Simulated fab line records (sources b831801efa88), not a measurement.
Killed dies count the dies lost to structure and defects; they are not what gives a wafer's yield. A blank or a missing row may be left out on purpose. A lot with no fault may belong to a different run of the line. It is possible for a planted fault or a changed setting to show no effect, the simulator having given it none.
fab line records	flow sfq_line
[record] lots = 6	wafers = 18	last_day = 95
route steps=325 shown M4@152 I4@163 JJ@178 M5@206 M8@325
lots that met no fault: from a run of the same line without faults
start_h: start of the lot's first displayed wafer, in hours after the record's first day	wait_h: time in hours since the lot's previous step	" identical to the entry in the row above	L1.1+2: a single row standing in for several wafers	- value missing, or start not given	* or withheld: withheld	< > ~ a bound
route shown NAME@n: NAME is a module with steps in the file, n the number in the route of the first one	usual: mean/standard deviation of fault-free wafers	same: alike in all rows	chamber/n: place in a boat	sites: each site's reading	_std_site: how widely they spread, as a standard deviation	_edge_site: outer sites' mean less inner sites'	radius_mm: for every site, how far away it sits from the centre of the wafer	mask NAME#n: copy n	behind: the most recent tool/chamber to have shaped the wafer	hold: reason for holding the lot/hours on hold/outcome of the hold	device: whichever transistor did not switch (one of n, p or np)	end of line: the same wafers' tests at the end of the route	step lacking rows: just its recipe	killed: dies that structure and defects cost at the first sort, which is not the same as the wafer's yield	map: shows each die of a wafer: x if killed, . if not, _ if none is there
set.NAME: the setting the step ran with; set.NAME@STEP: the setting that earlier step ran with	model.NAME: the simulator's own value behind a step, which no gauge read
lots at selected steps of the route; one table per step, one row per wafer
services: when a tool's chamber went out of use (start_h, in hours from the record's first day, below 0 if earlier), for how many hours, and the reason
[[steps]]
[step SFQ_TRILAYER_M4_LITHO_COAT_098]
[recipe] resist = BARC	spin_rpm = 3063	resist_thk_nm = 62
[step SFQ_TRILAYER_M4_LITHO_COAT_093]
[recipe] resist = KrF	spin_rpm = 3000	resist_thk_nm = 600
[step SFQ_TRILAYER_M4_LITHO_SOFTBAKE_097]
[recipe] temp_c = withheld	time_s = withheld	resist = KrF
[step SFQ_TRILAYER_M4_LITHO_EXPOSE_094]
[recipe] mask_id = M4	na = 0.6	source_shape = conventional	sigma_outer = 0.65	target_cd_nm = 500	dose_mj = 14.4
[step SFQ_TRILAYER_M4_LITHO_PEB_096]
[recipe] peb_temp_c = 115	peb_time_s = 60	resist = KrF
[step SFQ_TRILAYER_M4_LITHO_DEVELOP_095]
[recipe] time_s = 60	resist = KrF
[step SFQ_M4_OVL_MEAS_926]
[usual] M4_OVL = 1/4.5
lot.wafer	tool	chamber	start_h	wait_h	M4_OVL[nm]
L467.1	overlay-01	-	1236.40	0.1	-2
L467.2	"	-	"	"	-5
L467.5	"	-	"	"	-5
L468.2	overlay-02	-	1381.56	0.1	-1
L468.3	"	-	"	"	1
L468.4	"	-	"	"	-1
L471.1	overlay-01	-	1397.28	0.1	9
L471.3	"	-	"	"	11
L471.4	"	-	"	"	5
L476.2	overlay-01	-	1423.68	0.1	1
L476.3	"	-	"	"	1
L476.6	"	-	"	"	1
L481.1	overlay-01	-	1489.97	0.1	-3
L481.2	"	-	"	"	4
L481.4	"	-	"	"	1
L482.1	overlay-01	-	1497.17	0.1	-3
L482.3	"	-	"	"	-1
L482.5	"	-	"	"	3
[step SFQ_TRILAYER_M4_BARC_OPEN_METAL_ETCH_123]
[recipe] mask_material = PR	chemistry = O2	target_depth_nm = 125	target = BARC	icp_w = 600	bias_w = 80	pressure_mtorr = 10	time_s = 41.7
[step SFQ_TRILAYER_M4_ETCH_METAL_ETCH_096]
[recipe] target = Nb	stop_on = SiO2	mask_material = PR	chemistry = Cl2/Ar	target_depth_nm = 240	icp_w = 600	bias_w = 80	pressure_mtorr = 10	time_s = 120
[step SFQ_TRILAYER_M4_STRIP_STRIP_097]
[recipe] gas = O2	power_w = 200	platen_temp_c = 40	overash_fraction = 0.65	chemistry = O2	pressure_mtorr = 50
[usual] drypump_motor_current_A = 5.9/0.32	oes_product_au = 0.996/0.0065
lot.wafer	tool	chamber	start_h	wait_h	drypump_motor_current_A	oes_product_au	rf_hours_counter_h
L467.1	rie_metal-02	0	1236.62	0.1	5.5	1.002	103
L467.2	"	1	"	"	6.0	0.991	71
L467.5	"	0	"	"	5.5	0.992	-
L468.2	rie_metal-03	1	1381.77	0.1	5.8	0.996	72
L468.3	"	0	"	"	6.3	0.997	-
L468.4	"	1	"	"	5.8	0.999	-
L471.1	rie_metal-03	0	1397.50	0.1	6.3	0.994	123
L471.3	"	1	"	"	5.8	0.997	-
L471.4	"	0	"	"	6.3	0.996	-
L476.2	rie_metal-03	1	1424.28	0.4	5.8	0.997	-
L476.3	"	1	"	"	5.8	1.005	-
L476.6	"	1	"	"	5.8	0.995	-
L481.1	rie_metal-03	0	1490.20	0.1	6.4	0.991	7
L481.2	"	1	"	"	5.8	0.992	90
L481.4	"	1	"	"	5.8	0.985	-
L482.1	rie_metal-03	1	1497.40	0.1	5.8	0.990	92
L482.3	"	1	"	"	5.8	0.997	-
L482.5	"	1	"	"	5.8	0.997	-
[step SFQ_TRILAYER_M4_STRIP_SOLV_CLEAN_098]
[recipe] chemistry = NMP	temp_c = 70	time_s = 600
[step SFQ_TRILAYER_I4_DEP_PECVD_099]
[recipe] material = SiO2	temp_c = 150	time_s = 111.11	pressure_torr = 2.4	rf_w = 183.3	precursor = SiH4/N2O	target_thk_nm = 500
[step SFQ_TRILAYER_I4_CMP_CMP_100]
[recipe] material = SiO2	down_force_psi = 3	platen_rpm = 60	pad_velocity_m_s = 0.94248
[usual] motor_current_A = 10.1/1	time_to_endpoint_s = 216/6.4
lot.wafer	tool	chamber	start_h	wait_h	motor_current_A	time_to_endpoint_s	model.SiO2_of_TRILAYER_I4_DEP_PECVD_099.thk_nm
L467.1	cmp-02	0	1238.33	0.9	8.5	214	201.5
L467.2	"	1	"	"	12.2	208	201.3
L467.5	"	0	1240.33	2.9	8.7	217	202.5
L468.2	cmp-01	1	1383.14	0.5	9.4	217	200.2
L468.4	"	3	1384.14	1.5	10.1	216	199.6
L468.3	"	0	"	"	9.9	227	199.7
L471.3	cmp-01	1	1401.64	3.3	9.6	273	304.3
L471.4	"	2	"	"	10.2	284	307.5
L471.1	"	3	"	"	9.6	277	304.2
L476.2	cmp-01	0	1435.87	10.3	10.1	281	307.1
L476.3	"	1	"	"	9.9	277	304
L476.6	"	3	1437.37	11.8	10.0	283	308
L481.2	cmp-02	3	1502.00	11.0	9.1	208	199
L481.4	"	0	"	"	8.9	220	199.4
L481.1	"	2	1503.50	12.5	11.4	208	198.1
L482.3	cmp-01	3	1509.03	10.8	10.0	211	200.6
L482.1	"	0	"	"	10.3	215	201.5
L482.5	"	2	1510.53	12.3	10.5	219	200.3
[step SFQ_I4_BOW_MEAS_927]
[recipe] mode = bow
[usual] I4_BOW = 3/12
lot.wafer	tool	chamber	start_h	wait_h	I4_BOW[um]
L467.1	film_metro-04	-	1240.83	2.0	0
L467.2	"	-	"	"	8
L467.5	"	-	"	"	21
L468.2	film_metro-04	-	1386.16	2.5	2
L468.3	"	-	"	"	-10
L468.4	"	-	"	"	-3
L471.1	film_metro-02	-	1404.14	1.0	13
L471.3	"	-	"	"	32
L471.4	"	-	"	"	10
L476.2	film_metro-03	-	1438.39	2.0	4
L476.3	"	-	"	"	5
L476.6	"	-	"	"	-3
L481.1	film_metro-02	-	1505.00	1.0	1
L481.2	"	-	"	"	19
L481.4	"	-	"	"	7
L482.1	film_metro-02	-	1511.03	1.0	14
L482.3	"	-	"	"	13
L482.5	"	-	"	"	2
[step SFQ_TRILAYER_I4_METRO_MEASURE_101]
[usual] thk_nm = 200.1/1
lot.wafer	tool	chamber	start_h	wait_h	thk_nm
L467.1	film_metro-04	-	1240.95	0.1	201.6
L467.2	"	-	"	"	201.4
L467.5	"	-	"	"	202.4
L468.2	film_metro-04	-	1386.46	0.3	200.3
L468.3	"	-	"	"	199.6
L468.4	"	-	"	"	199.5
L471.1	film_metro-02	-	1404.26	0.1	304.0
L471.3	"	-	"	"	304.2
L471.4	"	-	"	"	307.5
L476.2	film_metro-03	-	1438.69	0.3	307.1
L476.3	"	-	"	"	303.9
L476.6	"	-	"	"	308.2
L481.1	film_metro-02	-	1505.12	0.1	198.1
L481.2	"	-	"	"	199.0
L481.4	"	-	"	"	199.4
L482.1	film_metro-02	-	1511.15	0.1	201.5
L482.3	"	-	"	"	200.7
L482.5	"	-	"	"	200.3
[step SFQ_TRILAYER_I4_VIA_LITHO_COAT_108]
[recipe] resist = BARC	spin_rpm = 3000	resist_thk_nm = 62
[step SFQ_TRILAYER_I4_VIA_LITHO_COAT_103]
[recipe] resist = KrF	spin_rpm = 3000	resist_thk_nm = 658.7
[step SFQ_TRILAYER_I4_VIA_LITHO_SOFTBAKE_107]
[recipe] temp_c = withheld	time_s = withheld	resist = KrF
[step SFQ_TRILAYER_I4_VIA_LITHO_EXPOSE_104]
[recipe] mask_id = I4	na = 0.6	source_shape = conventional	sigma_outer = 0.65	target_cd_nm = 700	dose_mj = 21.3
[step SFQ_TRILAYER_I4_VIA_LITHO_PEB_106]
[recipe] peb_temp_c = 115	peb_time_s = 60	resist = KrF
[step SFQ_TRILAYER_I4_VIA_LITHO_DEVELOP_105]
[recipe] time_s = 60	resist = KrF
[step SFQ_I4_OVL_MEAS_928]
[usual] I4_OVL = -3/4.8
lot.wafer	tool	chamber	start_h	wait_h	I4_OVL[nm]
L467.1	overlay-01	-	1267.55	0.1	0
L467.2	"	-	"	"	-5
L467.5	"	-	"	"	-3
L468.2	overlay-02	-	1396.96	0.1	-3
L468.3	"	-	"	"	-3
L468.4	"	-	"	"	-4
L471.1	overlay-01	-	1409.81	0.1	-2
L471.3	"	-	"	"	-7
L471.4	"	-	"	"	-3
L476.2	overlay-02	-	1559.54	0.1	3
L476.3	"	-	"	"	-10
L476.6	"	-	"	"	-7
L481.1	overlay-01	-	1630.43	0.1	-4
L481.2	"	-	"	"	6
L481.4	"	-	"	"	5
L482.1	overlay-01	-	1643.63	0.1	-7
L482.3	"	-	"	"	-6
L482.5	"	-	"	"	-5
[step SFQ_TRILAYER_I4_VIA_BARC_OPEN_VIA_ETCH_146]
[recipe] mask_material = PR	chemistry = O2	target_depth_nm = 125	target = BARC	source_w = 500	bias_w = 80	pressure_mtorr = 30	time_s = 41.7
[usual] drypump_motor_current_A = 5.9/0.43	oes_product_au = 0.685/0.0042
lot.wafer	tool	chamber	start_h	wait_h	drypump_motor_current_A	oes_product_au	rf_hours_counter_h
L467.1	rie_diel-01	2	1267.59	0.0	6.1	0.689	8
L467.2	"	0	"	"	5.4	0.683	11
L467.5	"	1	"	"	6.0	0.685	-
L468.2	rie_diel-03	2	1396.99	0.0	6.5	0.686	7
L468.3	"	0	"	"	6.4	0.691	6
L468.4	"	1	"	"	5.4	0.679	13
L471.1	rie_diel-01	0	1409.85	0.0	5.5	0.685	13
L471.3	"	1	"	"	5.9	0.683	7
L471.4	"	2	"	"	6.2	0.690	9
L476.2	rie_diel-04	2	1559.57	0.0	6.2	0.686	13
L476.3	"	1	"	"	5.3	0.691	10
L476.6	"	1	"	"	5.3	0.690	-
L481.1	rie_diel-03	3	1630.47	0.0	6.2	0.677	17
L481.2	"	2	"	"	6.5	0.685	10
L481.4	"	0	"	"	6.4	0.676	-
L482.1	rie_diel-04	0	1643.67	0.0	6.0	0.684	15
L482.3	"	2	"	"	6.2	0.680	15
L482.5	"	1	"	"	5.3	0.689	-
[step SFQ_TRILAYER_I4_VIA_ETCH_VIA_ETCH_106]
[recipe] target = SiO2	stop_on = Nb	mask_material = PR	taper_deg = 20	chemistry = CHF3	target_depth_nm = 260	source_w = 500	bias_w = 80	pressure_mtorr = 30	time_s = withheld
[usual] drypump_motor_current_A = 5.9/0.43	oes_product_au = 0.854/0.005
lot.wafer	tool	chamber	start_h	wait_h	drypump_motor_current_A	oes_product_au	model.etch.depth_nm	model.I4.feature_depth_nm
L467.1	rie_diel-01	2	1267.63	0.0	6.1	0.853	201.5	201.5
L467.2	"	0	"	"	5.4	0.860	201.3	201.3
L467.5	"	1	"	"	5.9	0.858	202.5	202.5
L468.2	rie_diel-03	2	1397.03	0.0	6.5	0.854	200.2	200.2
L468.3	"	0	"	"	6.4	0.856	199.7	199.7
L468.4	"	1	"	"	5.5	0.854	199.6	199.6
L471.1	rie_diel-01	0	1409.89	0.0	5.4	0.987	258.1	258.1
L471.3	"	1	"	"	6.0	0.989	256.3	256.3
L471.4	"	2	"	"	6.1	0.999	260.7	260.7
L476.2	rie_diel-04	2	1559.61	0.0	6.3	0.992	256.8	256.8
L476.3	"	1	"	"	5.3	0.996	259	259
L476.6	"	1	"	"	5.3	1.001	262.6	262.6
L481.1	rie_diel-03	3	1630.51	0.0	6.3	0.853	198.1	198.1
L481.2	"	2	"	"	6.5	0.862	199	199
L481.4	"	0	"	"	6.4	0.851	199.4	199.4
L482.1	rie_diel-04	0	1643.71	0.0	6.0	0.861	201.5	201.5
L482.3	"	2	"	"	6.2	0.863	200.6	200.6
L482.5	"	1	"	"	5.3	0.861	200.3	200.3
[step SFQ_TRILAYER_I4_VIA_STRIP_STRIP_107]
[recipe] gas = O2	power_w = 200	platen_temp_c = 40	overash_fraction = 0.65	chemistry = O2	pressure_mtorr = 50
[usual] drypump_motor_current_A = 5.80/0.28	oes_product_au = 0.998/0.0082
lot.wafer	tool	chamber	start_h	wait_h	drypump_motor_current_A	oes_product_au	rf_hours_counter_h
L467.1	rie_metal-03	1	1267.74	-	5.81	0.984	57
L467.2	"	0	"	"	6.36	1.001	105
L467.5	"	1	"	"	5.82	0.992	-
L468.2	rie_metal-01	0	1397.14	-	5.65	1.006	106
L468.3	"	1	"	"	5.86	1.001	-
L468.4	"	0	"	"	5.65	1.006	-
L471.1	rie_metal-02	1	1410.00	-	5.99	0.995	98
L471.3	"	0	"	"	5.48	0.993	-
L471.4	"	1	"	"	6.00	0.990	-
L476.2	rie_metal-02	0	1559.73	-	5.46	0.989	27
L476.3	"	1	"	"	5.96	0.979	-
L476.6	"	0	"	"	5.47	0.989	-
L481.1	rie_metal-03	1	1630.62	-	5.81	0.995	110
L481.2	"	0	"	"	6.34	1.007	27
L481.4	"	1	"	"	5.80	0.998	-
L482.1	rie_metal-02	0	1643.82	-	5.48	1.012	42
L482.3	"	0	"	"	5.47	0.992	-
L482.5	"	0	"	"	5.48	1.013	-
[step SFQ_TRILAYER_I4_VIA_STRIP_SOLV_CLEAN_108]
[recipe] chemistry = NMP	temp_c = 70	time_s = 600
[step SFQ_TRILAYER_JJ_TRILAYER_DEP_PRE_CLEAN_113]
[recipe] gas = Ar	time_s = 22.5	bias_v = 250
[step SFQ_TRILAYER_JJ_TRILAYER_DEP_SPUTTER_109]
[recipe] material = Nb	base_pressure_pa = 1.33e-06	chamber_pressure_pa = 0.1333	substrate_temp_c = 20	target_thk_nm = 150	power_w = 2000	time_s = 100
[step SFQ_TRILAYER_JJ_TRILAYER_DEP_SPUTTER_110]
[recipe] material = Al	base_pressure_pa = 1.33e-06	target_thk_nm = 8	power_w = 500	time_s = 10	chamber_pressure_pa = 0.4
[step SFQ_TRILAYER_JJ_TRILAYER_DEP_AL_OXIDATION_111]
[recipe] pressure_mbar = 0.014667	oxidation_time_s = 600	temperature_k = 293
[step SFQ_TRILAYER_JJ_TRILAYER_DEP_SPUTTER_112]
[recipe] material = Nb	base_pressure_pa = 1.33e-06	chamber_pressure_pa = 0.1333	substrate_temp_c = 20	target_thk_nm = 170	power_w = 2000	time_s = 113.3
[usual] throttle_valve_pct = 29.8/1.1
lot.wafer	tool	chamber	start_h	wait_h	throttle_valve_pct
L467.1	pvd_sputter-04	-	1269.64	0.5	28.6
L467.2	"	-	"	"	30.1
L467.5	"	-	"	"	29.6
L468.2	pvd_sputter-05	-	1399.04	0.5	30.7
L468.3	"	-	"	"	30.5
L468.4	"	-	"	"	28.3
L471.1	pvd_sputter-06	-	1412.04	0.6	32.0
L471.3	"	-	"	"	28.9
L471.4	"	-	"	"	28.8
L476.2	pvd_sputter-05	-	1561.64	0.5	30.8
L476.3	"	-	"	"	30.7
L476.6	"	-	"	"	28.2
L481.1	pvd_sputter-05	-	1632.52	0.5	31.0
L481.2	"	-	"	"	28.1
L481.4	"	-	"	"	29.2
L482.1	pvd_sputter-06	-	1646.32	0.5	29.6
L482.3	"	-	"	"	28.6
L482.5	"	-	"	"	28.6
[step SFQ_JJ_RS_MEAS_929]
[recipe] thk_meas_gauge = four-point-probe	reads = Nb_of_TRILAYER_JJ_TRILAYER_DEP_SPUTTER_112
[usual] JJ_NB_RS = 1.051/0.0091
lot.wafer	tool	chamber	start_h	wait_h	JJ_NB_RS[ohm/sq]
L467.1	film_metro-04	-	1269.72	0.0	1.042
L467.2	"	-	"	"	1.037
L467.5	"	-	"	"	1.032
L468.2	film_metro-04	-	1399.14	0.1	1.046
L468.3	"	-	"	"	1.039
L468.4	"	-	"	"	1.055
L471.1	film_metro-04	-	1412.13	0.0	1.057
L471.3	"	-	"	"	1.057
L471.4	"	-	"	"	1.051
L476.2	film_metro-04	-	1561.74	0.1	1.043
L476.3	"	-	"	"	1.041
L476.6	"	-	"	"	1.040
L481.1	film_metro-04	-	1632.60	0.0	1.049
L481.2	"	-	"	"	1.049
L481.4	"	-	"	"	1.044
L482.1	film_metro-04	-	1646.40	0.0	1.059
L482.3	"	-	"	"	1.050
L482.5	"	-	"	"	1.061
[step SFQ_TRILAYER_JJ_CE_LITHO_COAT_119]
[recipe] resist = BARC	spin_rpm = 3000	resist_thk_nm = 62
[step SFQ_TRILAYER_JJ_CE_LITHO_COAT_114]
[recipe] resist = KrF	spin_rpm = 3000	resist_thk_nm = 608.3
[step SFQ_TRILAYER_JJ_CE_LITHO_SOFTBAKE_118]
[recipe] temp_c = withheld	time_s = withheld	resist = KrF
[step SFQ_TRILAYER_JJ_CE_LITHO_EXPOSE_115]
[recipe] mask_id = J5	na = 0.6	source_shape = conventional	sigma_outer = 0.65	target_cd_nm = 700	dose_mj = 14.4
[step SFQ_TRILAYER_JJ_CE_LITHO_PEB_117]
[recipe] peb_temp_c = 115	peb_time_s = 60	resist = KrF
[step SFQ_TRILAYER_JJ_CE_LITHO_DEVELOP_116]
[recipe] time_s = 60	resist = KrF
[step SFQ_JJ_OVL_MEAS_931]
[usual] J5_OVL = -1/4.7
lot.wafer	tool	chamber	start_h	wait_h	J5_OVL[nm]
L467.1	overlay-02	-	1272.15	0.1	3
L467.2	"	-	"	"	6
L467.5	"	-	"	"	-4
L468.2	overlay-01	-	1405.02	0.1	2
L468.3	"	-	"	"	-2
L468.4	"	-	"	"	0
L471.1	overlay-01	-	1417.01	0.1	-11
L471.3	"	-	"	"	-2
L471.4	"	-	"	"	-11
L476.2	overlay-01	-	1565.27	0.1	-3
L476.3	"	-	"	"	2
L476.6	"	-	"	"	-3
L481.1	overlay-02	-	1635.03	0.1	-5
L481.2	"	-	"	"	3
L481.4	"	-	"	"	5
L482.1	overlay-02	-	1648.83	0.1	3
L482.3	"	-	"	"	-2
L482.5	"	-	"	"	-1
[step SFQ_TRILAYER_JJ_CE_METRO_MEASURE_117]
[usual] cd_nm = 700.1/1.3
lot.wafer	tool	chamber	start_h	wait_h	cd_nm
L467.1	cd_sem-02	-	1272.18	0.0	699.4
L467.2	"	-	"	"	698.8
L467.5	"	-	"	"	697.8
L468.2	cd_sem-01	-	1405.25	0.2	701.1
L468.3	"	-	"	"	699.8
L468.4	"	-	"	"	700.1
L471.1	cd_sem-02	-	1417.05	0.0	700.4
L471.3	"	-	"	"	700.9
L471.4	"	-	"	"	700.3
L476.2	cd_sem-02	-	1565.50	0.2	702.0
L476.3	"	-	"	"	702.5
L476.6	"	-	"	"	702.1
L481.1	cd_sem-02	-	1635.06	0.0	699.2
L481.2	"	-	"	"	700.3
L481.4	"	-	"	"	698.8
L482.1	cd_sem-01	-	1648.86	0.0	700.0
L482.3	"	-	"	"	700.1
L482.5	"	-	"	"	701.7
[step SFQ_TRILAYER_JJ_CE_BARC_OPEN_RIE_150]
[recipe] mask_material = PR	chemistry = O2	target_depth_nm = 240	target = BARC	icp_w = 600	bias_w = 80	pressure_mtorr = 10	time_s = 80
[step SFQ_TRILAYER_M5_ETCH_METAL_ETCH_126]
[recipe] target = Nb	stop_on = SiO2	mask_material = PR	over_etch_frac = 0.15	time_s = 203.2	chemistry = Cl2/BCl3	target_depth_nm = 265	icp_w = 600	bias_w = 80	pressure_mtorr = 10
[usual] drypump_motor_current_A = 5.9/0.31	oes_product_au = 0.728/0.006
lot.wafer	tool	chamber	start_h	wait_h	drypump_motor_current_A	oes_product_au	rf_hours_counter_h	model.SiO2_of_TRILAYER_I4_DEP_PECVD_099.thk_nm
L467.1	rie_metal-04	1	1393.47	0.1	6.4	0.727	124	181.8
L467.2	"	0	"	"	5.7	0.727	37	181.6
L467.5	"	1	"	"	6.4	0.730	-	182.7
L468.2	rie_metal-01	1	1412.31	0.0	5.9	0.727	20	180.2
L468.3	"	1	"	"	5.9	0.720	-	179.9
L468.4	"	0	"	"	5.6	0.724	-	179.8
L471.1	rie_metal-04	1	1422.10	0.0	6.4	0.728	1	284.4
L471.3	"	0	"	"	5.7	0.722	-	284.3
L471.4	"	1	"	"	6.4	0.733	-	287.7
L476.2	rie_metal-03	1	1571.55	0.0	5.8	0.726	101	287.6
L476.3	"	0	"	"	6.3	0.724	-	284.4
L476.6	"	0	"	"	6.3	0.739	-	288.3
L481.1	rie_metal-04	1	1641.26	0.0	6.3	0.739	34	178.4
L481.2	"	0	"	"	5.7	0.728	71	179.4
L481.4	"	1	"	"	6.3	0.736	-	179.5
L482.1	rie_metal-01	1	1777.53	0.0	5.9	0.724	71	181.6
L482.3	"	0	"	"	5.7	0.729	-	180.9
L482.5	"	0	"	"	5.7	0.719	-	180.6
[step SFQ_M8_BOW_MEAS_951]
[recipe] mode = bow
[usual] M8_BOW = 10/11
lot.wafer	tool	chamber	start_h	wait_h	M8_BOW[um]	model.etest.i4.link_ohm
L467.1	film_metro-03	-	2105.96	0.0	7	2.157
L467.2	"	-	"	"	16	2.16
L467.5	"	-	"	"	29	2.15
L468.2	film_metro-04	-	2121.43	0.0	13	2.185
L468.3	"	-	"	"	2	2.189
L468.4	"	-	"	"	10	2.194
L471.1	film_metro-03	-	2131.02	0.0	13	1e+06
L471.3	"	-	"	"	33	1e+06
L471.4	"	-	"	"	10	1e+06
L476.2	film_metro-04	-	2152.75	0.0	10	1e+06
L476.3	"	-	"	"	12	1e+06
L476.6	"	-	"	"	4	1e+06
L481.1	film_metro-03	-	2251.51	0.0	0	2.173
L481.2	"	-	"	"	18	2.17
L481.4	"	-	"	"	7	2.151
L482.1	film_metro-04	-	2278.14	0.0	25	2.189
L482.3	"	-	"	"	24	2.167
L482.5	"	-	"	"	14	2.187
[[services]]
tool	chamber	start_h	hours	kind
rie_diel-04	3	1217.40	7.2	repair
rie_diel-04	-	1230.38	14.6	pm
rie_diel-03	2	1238.97	7.8	repair
rie_metal-03	-	1244.11	5.7	repair
cmp-01	-	1250.48	4.0	pm
cmp-01	-	1255.09	0.8	repair
rie_diel-04	2	1257.81	15.9	repair
rie_diel-03	2	1257.84	9.7	repair
cd_sem-02	-	1279.57	1.3	pm
rie_diel-01	2	1283.81	10.2	repair
cd_sem-02	-	1306.32	0.9	pm
rie_diel-04	0	1311.28	4.6	repair
cd_sem-02	-	1313.46	0.6	pm
cd_sem-02	-	1319.84	1.0	pm
rie_diel-04	0	1355.72	14.5	repair
rie_metal-02	-	1361.70	2.8	pm
rie_metal-03	-	1379.84	1.4	pm
rie_diel-04	2	1410.43	13.0	repair
rie_diel-04	-	1419.05	1.1	repair
cmp-01	-	1428.37	4.0	pm
rie_diel-03	-	1435.46	2.8	pm
cmp-01	-	1456.64	2.1	repair
cmp-01	-	1462.37	10.1	pm
rie_metal-03	1	1763.47	5.0	repair
[[key]]
[first_sign] step = SFQ_TRILAYER_I4_CMP_CMP_100	reading = time_to_endpoint_s	direction = up	sigmas = 9.8	usual = *	struck = *
[effect] step = SFQ_TRILAYER_I4_METRO_MEASURE_101	reading = thk_nm	direction = up	sigmas = 99+	usual = 200.1	struck = 305.8
[effect] step = SFQ_TRILAYER_I4_VIA_ETCH_VIA_ETCH_106	reading = oes_product_au	direction = up	sigmas = 28	usual = 0.854	struck = 0.994
[model_effect] step = SFQ_TRILAYER_I4_CMP_CMP_100	value = SiO2_of_TRILAYER_I4_DEP_PECVD_099.thk_nm	without = 200.9	struck = 305.9
[model_effect] step = SFQ_TRILAYER_I4_VIA_ETCH_VIA_ETCH_106	value = etch.depth_nm	without = 200.9	struck = 258.9
[model_effect] step = SFQ_TRILAYER_M5_ETCH_METAL_ETCH_126	value = SiO2_of_TRILAYER_I4_DEP_PECVD_099.thk_nm	without = 181.1	struck = 286.1
[model_effect] step = SFQ_M8_BOW_MEAS_951	value = etest.i4.link_ohm	without = 2.172	struck = 1e+06
met_at SFQ_TRILAYER_I4_CMP_CMP_100
struck_wafers L471.1,L471.3,L471.4,L476.2,L476.3,L476.6
onset_between 1383.14 1401.64
[fault] kind = process_parameter_drift	tool = cmp-01	chamber = -	onset_h = 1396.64	steps = SFQ_TRILAYER_I4_CMP_CMP_100	channel = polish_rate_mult	offset = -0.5	shape = step	end_h = 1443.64
